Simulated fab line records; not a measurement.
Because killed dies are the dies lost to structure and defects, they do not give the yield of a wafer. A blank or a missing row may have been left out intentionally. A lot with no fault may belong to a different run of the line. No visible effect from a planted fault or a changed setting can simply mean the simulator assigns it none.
fab line records	flow gf180mcu
[record] lots = 5	wafers = 15	lastDay = 34
route steps=602 shown TOP_METAL@575 PASSIVATION@587
lots that met no fault: from a run of the same line without faults
startH: the number of hours between the record's first day and the start of the first shown wafer of the lot	waitH: hours elapsed since this lot's preceding step	" unchanged from the row above	L1.1+2: one row covering several wafers at once	- no value, or no start given	* or withheld: withheld	< > ~ a bound
route shown NAME@n: NAME is a module with steps in the file, n the number in the route of the first one	usual: mean/standard deviation of fault-free wafers	same: alike in all rows	chamber/n: place in a boat	sites: the reading at each site	_std_site: the standard deviation of these	_edge_site: inner sites' mean taken away from outer sites' mean	radiusMm: for every site, how far away it sits from the centre of the wafer	mask NAME#n: copy n	behind: tool/chamber where the wafer was last shaped	hold: reason for holding the lot/hours on hold/outcome of the hold	device: transistor that didn't switch, given as n, p or np	end of line: at the end of the route, the tests of the same wafers	step lacking rows: just its recipe	killed: not the wafer's yield, but the dies lost to structure and defects at the first sort	map: a wafer's dies, marking killed ones x, the rest . and places with no die _
set.NAME: the setting that was run; set.NAME@STEP: the one run at that earlier step	model.NAME: the simulator's own value behind a step, which no gauge read
lots at some steps of the route; a table a step, a row a wafer
services: a tool's chamber out of use, with start hour (startH, from the record's first day; less than 0 if before it), hours out, and reason
[[steps]]
[step GF_TOP_METAL_HMDS_08]
[recipe] primeTimeS = 60	primeTempC = 120
[step GF_TOP_METAL_COAT_09]
[recipe] resist = NOVOLAK	spinRpm = 3000	resistThkNm = 1500
[step GF_TOP_METAL_SOFTBAKE_10]
[recipe] tempC = 90	timeS = 60	resist = NOVOLAK
[step GF_TOP_METAL_EXPOSE_11]
[recipe] maskId = MetalTop	targetCdNm = 440	na = 0.6	sourceShape = conventional	sigmaOuter = 0.6	doseMj = 170
[step GF_TOP_METAL_PEB_12]
[recipe] tempC = withheld	timeS = *	resist = NOVOLAK
[step GF_TOP_METAL_DEVELOP_13]
[recipe] developTimeS = 60	devTempC = 23
[step GF_TOP_METAL_CD_MEAS_14]
[recipe] targetCdNm = 440
[usual] cdNm = 441.0/2.1
lot.wafer	tool	chamber	startH	waitH	cdNm
L227.3	cdSem-01	-	694.39	0.1	436.7
L227.4	"	-	"	"	439.0
L227.5	"	-	"	"	438.1
L236.4	cdSem-01	-	754.39	0.1	446.0
L236.5	"	-	"	"	444.3
L236.6	"	-	"	"	444.6
L240.2	cdSem-01	-	774.20	0.1	441.8
L240.3	"	-	"	"	439.7
L240.6	"	-	"	"	442.7
L243.1	cdSem-02	-	790.55	0.1	440.1
L243.2	"	-	"	"	441.6
L243.6	"	-	"	"	440.0
L244.3	cdSem-02	-	799.92	0.1	445.7
L244.5	"	-	"	"	441.0
L244.6	"	-	"	"	444.9
[step GF_TOP_METAL_OVL_MEAS_15]
[usual] TOP_METAL_OVL = -0.9/1.4
lot.wafer	tool	chamber	startH	waitH	TOP_METAL_OVL[nm]
L227.3	overlay-02	-	694.48	0.1	-1.5
L227.4	"	-	"	"	-0.4
L227.5	"	-	"	"	-2.3
L236.4	overlay-01	-	754.47	0.1	0.8
L236.5	"	-	"	"	0.3
L236.6	"	-	"	"	1.1
L240.2	overlay-01	-	774.31	0.1	-0.4
L240.3	"	-	"	"	-1.6
L240.6	"	-	"	"	0.7
L243.1	overlay-02	-	790.67	0.1	-1.0
L243.2	"	-	"	"	-1.5
L243.6	"	-	"	"	-2.6
L244.3	overlay-02	-	800.02	0.1	-1.0
L244.5	"	-	"	"	-2.0
L244.6	"	-	"	"	-0.3
[step GF_TOP_METAL_METAL_ETCH_16]
[recipe] chemistry = Cl2/BCl3	maskMaterial = NOVOLAK	targetDepthNm = 1077.5	stopOn = SiO2	pressureMtorr = 8	icpW = 800	biasW = 140	Cl2_flow_sccm = 80	bcl3FlowSccm = 40	timeS = 179.6
[usual] drypumpMotorCurrentA = 5.4/0.36	oesProductAu = 0.965/0.0079	throttleValvePct = 28.257/0.012
lot.wafer	tool	chamber	startH	waitH	drypumpMotorCurrentA	oesProductAu	rfHoursCounterH	throttleValvePct
L227.3	rieMetal-01	0	694.56	0.1	5.0	0.956	-	28.252
L227.4	"	1	"	"	5.3	0.961	-	28.259
L227.5	"	1	"	"	5.3	0.971	-	28.239
L236.4	rieMetal-04	0	754.55	0.1	5.5	0.957	-	28.279
L236.5	"	1	"	"	6.2	0.958	-	28.262
L236.6	"	0	"	"	5.5	0.966	-	28.272
L240.2	rieMetal-04	1	774.34	0.0	6.2	0.975	8.3	28.236
L240.3	"	0	"	"	5.5	0.972	-	28.249
L240.6	"	0	"	"	5.5	0.970	-	28.243
L243.1	rieMetal-02	0	790.71	0.0	5.5	0.961	8.5	28.253
L243.2	"	1	"	"	5.0	0.963	5.8	28.259
L243.6	"	0	"	"	5.5	0.954	-	28.273
L244.3	rieMetal-01	1	800.10	0.1	5.3	0.963	-	28.264
L244.5	"	0	"	"	5.1	0.953	-	28.268
L244.6	"	1	"	"	5.3	0.964	-	28.258
[step GF_TOP_METAL_STRIP_17]
[recipe] chemistry = O2/N2	powerW = 1400	pressureMtorr = 1500	platenTempC = 250	o2FlowSccm = 3000	n2FlowSccm = 300	overashFraction = 0.5
[usual] drypumpMotorCurrentA = 5.8/0.37	heaterPowerW = 363/31	oesProductAu = 0.710/0.0046	stripTimeToEndpointS = 13.47/0.081
lot.wafer	tool	chamber	startH	waitH	drypumpMotorCurrentA	heaterPowerW	oesProductAu	rfHoursCounterH	stripTimeToEndpointS
L227.3	plasmaAsher-04	0	694.71	0.1	5.1	310	0.703	-	13.41
L227.4	"	1	"	"	5.4	371	0.707	-	13.42
L227.5	"	0	"	"	5.2	315	0.713	-	13.47
L236.4	plasmaAsher-04	0	754.70	0.1	5.2	330	0.712	-	13.42
L236.5	"	1	"	"	5.4	357	0.705	-	13.52
L236.6	"	0	"	"	5.2	333	0.713	-	13.50
L240.2	plasmaAsher-04	0	774.51	0.1	5.1	333	0.707	3	13.64
L240.3	"	0	"	"	5.2	328	0.715	-	13.54
L240.6	"	0	"	"	5.1	323	0.708	-	13.59
L243.1	plasmaAsher-02	1	790.88	0.1	6.3	414	0.713	71	13.44
L243.2	"	0	"	"	5.8	347	0.699	71	13.66
L243.6	"	1	"	"	6.3	412	0.702	-	13.46
L244.3	plasmaAsher-01	0	800.25	0.1	5.6	338	0.711	-	13.37
L244.5	"	0	"	"	5.6	338	0.712	-	13.44
L244.6	"	1	"	"	5.8	349	0.709	-	13.43
[step GF_TOP_METAL_STRIP_18]
[recipe] chemistry = postEtchResidueRemover	timeS = 1200	tempC = 72.5
[step GF_TOP_METAL_CLEAN_19]
[recipe] chemistry = DIW	dry = n2Spin
[step GF_PASSIVATION_CVD_00]
[recipe] material = SiO2	targetThkNm = 1000	precursor = TEOS	tempC = 400	timeS = 111.95	rfW = 600
[usual] heaterPowerW = 669/79
lot.wafer	tool	chamber	startH	waitH	heaterPowerW	model.SiO2_of_PASSIVATION_CVD_00.thkNm
L227.3	pecvd-01	1	695.55	0.0	779	1015
L227.4	"	0	"	"	777	1009
L227.5	"	1	"	"	632	1021
L236.4	pecvd-01	2	755.24	0.0	623	1023
L236.5	"	0	"	"	683	1008
L236.6	"	1	"	"	635	669.5
L240.2	pecvd-02	1	775.05	0.0	663	988.2
L240.3	"	0	"	"	647	993.1
L240.6	"	0	"	"	676	1005
L243.1	pecvd-02	1	791.46	0.0	667	983.1
L243.2	"	0	"	"	667	978.1
L243.6	"	1	"	"	543	1002
L244.3	pecvd-03	0	800.82	0.0	670	987.9
L244.5	"	2	"	"	714	1007
L244.6	"	0	"	"	543	1013
[step GF_PASSIVATION_THK_MEAS_01]
[recipe] reads = SiO2_of_PASSIVATION_CVD_00
[usual] PASSIVATION_CVD_00_THK = 1004/15
lot.wafer	tool	chamber	startH	waitH	hold	PASSIVATION_CVD_00_THK[nm]
L227.3	filmMetro-04	-	695.65	0.1	-	1015
L227.4	"	-	"	"	-	1010
L227.5	"	-	"	"	-	1021
L236.4	filmMetro-03	-	755.31	0.0	awaitDispo/0.2h/release	1023
L236.5	"	-	"	"	awaitDispo/0.2h/release	1008
L236.6	"	-	"	"	awaitDispo/0.2h/release	670
L236.4	filmMetro-03	-	755.53	0.2	-	1023
L236.5	"	-	"	"	-	1008
L236.6	"	-	"	"	-	670
L240.2	filmMetro-01	-	775.14	0.0	-	988
L240.3	"	-	"	"	-	993
L240.6	"	-	"	"	-	1006
L243.1	filmMetro-01	-	791.54	0.0	-	984
L243.2	"	-	"	"	-	977
L243.6	"	-	"	"	-	1003
L244.3	filmMetro-01	-	800.92	0.1	-	988
L244.5	"	-	"	"	-	1007
L244.6	"	-	"	"	-	1013
[step GF_PASSIVATION_CVD_02]
[recipe] material = Si3N4	targetThkNm = 700	timeS = 486.18	tempC = 400	rfW = 450
[usual] heaterPowerW = 707/73
lot.wafer	tool	chamber	startH	waitH	hold	heaterPowerW
L227.3	pecvd-02	1	695.69	0.0	-	714
L227.4	"	0	"	"	-	685
L227.5	"	1	"	"	-	729
L236.4	pecvd-02	1	757.57	2.0	awaitDispo/1.9h/release	684
L236.5	"	2	"	"	awaitDispo/1.9h/release	680
L236.6	"	0	"	"	awaitDispo/1.9h/release	697
L240.2	pecvd-03	0	775.19	0.0	-	672
L240.3	"	1	"	"	-	766
L240.6	"	1	"	"	-	794
L243.1	pecvd-01	1	791.60	0.1	-	868
L243.2	"	0	"	"	-	769
L243.6	"	1	"	"	-	688
L244.3	pecvd-01	1	800.96	0.0	-	692
L244.5	"	2	"	"	-	662
L244.6	"	0	"	"	-	823
[step GF_PASSIVATION_THK_MEAS_03]
[recipe] reads = Si3N4_of_PASSIVATION_CVD_02
[usual] PASSIVATION_CVD_02_THK = 699/10
lot.wafer	tool	chamber	startH	waitH	PASSIVATION_CVD_02_THK[nm]
L227.3	filmMetro-04	-	696.00	0.2	688
L227.4	"	-	"	"	715
L227.5	"	-	"	"	705
L236.4	filmMetro-01	-	757.74	0.0	710
L236.5	"	-	"	"	696
L236.6	"	-	"	"	716
L240.2	filmMetro-03	-	775.48	0.2	691
L240.3	"	-	"	"	688
L240.6	"	-	"	"	713
L243.1	filmMetro-03	-	791.88	0.1	701
L243.2	"	-	"	"	693
L243.6	"	-	"	"	706
L244.3	filmMetro-01	-	801.27	0.2	688
L244.5	"	-	"	"	697
L244.6	"	-	"	"	695
[step GF_PASSIVATION_DEHYDRATE_04]
[recipe] tempC = 200	timeS = 60
[step GF_PASSIVATION_HMDS_05]
[recipe] primeTimeS = 60	primeTempC = 120
[step GF_PASSIVATION_COAT_06]
[recipe] spinRpm = 2000	resistThkNm = 4000
[step GF_PASSIVATION_SOFTBAKE_07]
[recipe] tempC = 110	timeS = withheld
[step GF_PASSIVATION_EXPOSE_08]
[recipe] maskId = Pad	targetCdNm = 40000	na = 0.57	doseMj = 310
[step GF_PASSIVATION_PEB_09]
[recipe] tempC = 115	timeS = withheld
[step GF_PASSIVATION_DEVELOP_10]
[recipe] developTimeS = 60	devTempC = 23
[step GF_PASSIVATION_ETCH_11]
[recipe] chemistry = CF4/O2	targetDepthNm = 1800	stopOn = TiN	sourceW = 800	biasW = 150	pressureMtorr = 150	cf4FlowSccm = 80	O2_flow_sccm = 10	timeS = 400
[usual] drypumpMotorCurrentA = 5.5/0.36	oesProductAu = 0.964/0.008	throttleValvePct = 5.962/0.0094
lot.wafer	tool	chamber	startH	waitH	drypumpMotorCurrentA	oesProductAu	rfHoursCounterH	throttleValvePct	model.PASSIVATION.featureDepthNm	model.etch.depthNm
L227.3	rieDiel-03	3	712.63	-	5.8	0.964	8	5.966	1704	1704
L227.4	"	2	"	"	5.9	0.974	19	5.954	1725	1725
L227.5	"	2	"	"	5.9	0.970	-	5.956	1726	1726
L236.4	rieDiel-02	0	771.85	-	5.4	0.972	26	5.971	1733	1733
L236.5	"	1	"	"	6.0	0.969	-	5.966	1705	1705
L236.6	"	0	"	"	5.5	0.848	-	5.910	1386	1386
L240.2	rieDiel-04	0	791.03	-	4.9	0.958	36	5.966	1680	1680
L240.3	"	3	"	"	5.4	0.951	8	5.958	1681	1681
L240.6	"	1	"	"	5.6	0.971	-	5.969	1719	1719
L243.1	rieDiel-02	0	809.75	-	5.4	0.958	28	5.955	1684	1684
L243.2	"	2	"	"	4.9	0.947	15	5.948	1670	1670
L243.6	"	3	"	"	5.3	0.954	-	5.944	1709	1709
L244.3	rieDiel-04	2	814.95	-	5.5	0.958	26	5.969	1676	1676
L244.5	"	3	"	"	5.4	0.964	-	5.964	1704	1704
L244.6	"	0	"	"	4.9	0.964	-	5.954	1707	1707
[step GF_PASSIVATION_STRIP_12]
[recipe] chemistry = O2/N2	powerW = 1400	pressureMtorr = 1500	platenTempC = 250	o2FlowSccm = 3000	n2FlowSccm = 300	overashFraction = 0.5
[usual] drypumpMotorCurrentA = 5.6/0.45	heaterPowerW = 328/27	oesProductAu = 0.719/0.0045	stripTimeToEndpointS = 34.87/0.21
lot.wafer	tool	chamber	startH	waitH	drypumpMotorCurrentA	heaterPowerW	oesProductAu	rfHoursCounterH	stripTimeToEndpointS
L227.3	plasmaAsher-01	0	712.91	0.2	5.6	344	0.717	-	35.01
L227.4	"	1	"	"	5.9	344	0.727	-	35.17
L227.5	"	0	"	"	5.6	344	0.719	-	35.27
L236.4	plasmaAsher-03	0	772.13	0.2	6.4	331	0.718	-	34.69
L236.5	"	0	"	"	6.4	323	0.725	-	34.73
L236.6	"	1	"	"	5.2	290	0.721	-	34.73
L240.2	plasmaAsher-03	0	791.27	0.1	6.4	339	0.717	103	34.61
L240.3	"	1	"	"	5.2	281	0.715	-	35.12
L240.6	"	1	"	"	5.2	281	0.721	-	35.34
L243.1	plasmaAsher-03	1	809.99	0.1	5.2	284	0.723	105	35.19
L243.2	"	0	"	"	6.4	321	0.721	105	35.22
L243.6	"	0	"	"	6.4	322	0.719	-	35.24
L244.3	plasmaAsher-03	1	815.22	0.2	5.2	289	0.718	-	35.26
L244.5	"	0	"	"	6.4	322	0.726	-	35.22
L244.6	"	1	"	"	5.2	285	0.719	-	34.70
[[services]]
tool	chamber	startH	hours	kind
rieMetal-02	-	683.24	0.6	repair
rieMetal-01	0	684.88	2.0	repair
rieMetal-02	-	694.18	1.2	repair
rieMetal-04	1	695.66	21.2	repair
plasmaAsher-03	-	698.33	2.5	repair
plasmaAsher-03	-	724.07	2.8	pm
rieMetal-02	0	725.34	8.1	repair
plasmaAsher-04	-	733.75	9.0	pm
plasmaAsher-04	0	733.75	9.0	ventCycle
plasmaAsher-04	1	733.75	9.0	ventCycle
plasmaAsher-04	0	742.75	-	clean
plasmaAsher-04	1	742.75	-	clean
rieDiel-04	1	766.94	14.3	repair
rieDiel-04	0	770.84	10.0	repair
plasmaAsher-03	-	777.07	0.5	repair
pecvd-03	0	784.50	7.9	repair
rieMetal-02	0	798.97	4.8	repair
pecvd-02	-	799.38	14.0	pm
pecvd-02	0	799.38	14.0	ventCycle
pecvd-02	1	799.38	14.0	ventCycle
pecvd-02	2	799.38	14.0	ventCycle
pecvd-02	0	813.38	-	clean
pecvd-02	1	813.38	-	clean
pecvd-02	2	813.38	-	clean
[[key]]
[firstSign] step = GF_PASSIVATION_THK_MEAS_01	reading = visit	direction = added
[effect] step = GF_PASSIVATION_THK_MEAS_01	reading = PASSIVATION_CVD_00_THK	direction = down	sigmas = 23	usual = 1004	struck = 670
[effect] step = GF_PASSIVATION_ETCH_11	reading = oesProductAu	direction = down	sigmas = 14	usual = 0.964	struck = 0.848
[modelEffect] step = GF_PASSIVATION_CVD_00	value = SiO2_of_PASSIVATION_CVD_00.thkNm	without = 1027	struck = 669.5
[modelEffect] step = GF_PASSIVATION_ETCH_11	value = PASSIVATION.featureDepthNm	without = 1745	struck = 1386
metAt GF_PASSIVATION_CVD_00
struckWafers L236.6
onsetBetween 695.55 755.24
[fault] kind = processParameterDrift	tool = pecvd-01	chamber = -	onsetH = 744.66	steps = GF_PASSIVATION_CVD_00	channel = targetThkNm	offset = -355.25	shape = step	endH = 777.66	scope = struckWafersOnly	actsIn = theseRecipesOnly	stated = 1000
